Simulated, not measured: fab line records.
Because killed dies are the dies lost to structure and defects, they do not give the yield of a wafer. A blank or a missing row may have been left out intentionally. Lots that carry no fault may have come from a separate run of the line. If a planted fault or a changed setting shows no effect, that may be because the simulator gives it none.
Chamber matching -- flow sfq line -- SFQ_TRILAYER_I0_VIA_ETCH_VIA_ETCH_034 on rie diel-04: 4 sister chambers
The step etches SiO2 in CHF3, stops on Nb, target depth 260 nm. 4 wafers are shown with their chamber, then 7 later ones without.

WAFERS WITH THEIR CHAMBER
wafer,chamber,drypump motor current A (A)
L617.1,3,5.4
L617.5,1,5.9
L620.1,2,5.0
L620.3,0,5.0

WAFERS WHOSE CHAMBER IS MISSING
wafer,drypump motor current A (A)
L620.5,5.5
L632.2,5.9
L632.4,5.0
L632.6,5.5
L634.3,5.5
L634.5,4.9
L634.6,5.9

WHICH CHAMBER EACH ONE RAN IN
wafer,from the rows above,in truth
L620.5,3,3
L632.2,1,1
L632.4,can't be placed: 0 or 2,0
L632.6,3,3
L634.3,3,3
L634.5,can't be placed: 0 or 2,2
L634.6,1,1
Placed correctly: 5 of 7. Not placeable from these rows: 2 (in 2, the candidates include the true chamber). Placed wrongly: 0.
How it was worked out, from the rows above alone: a wafer's distance from a chamber is the root of the sum, over the readings, of the square of ((its reading less the chamber's mean) divided by the reading's scatter). If the next closest chamber is less than 2 further off than the closest, the wafer can't be placed; otherwise it belongs to the closest. A chamber's mean is the mean of its shown wafers. The scatter (one wafer shown for each chamber): square how far every hidden wafer sits from the nearest shown wafer, average those squares and take the square root.
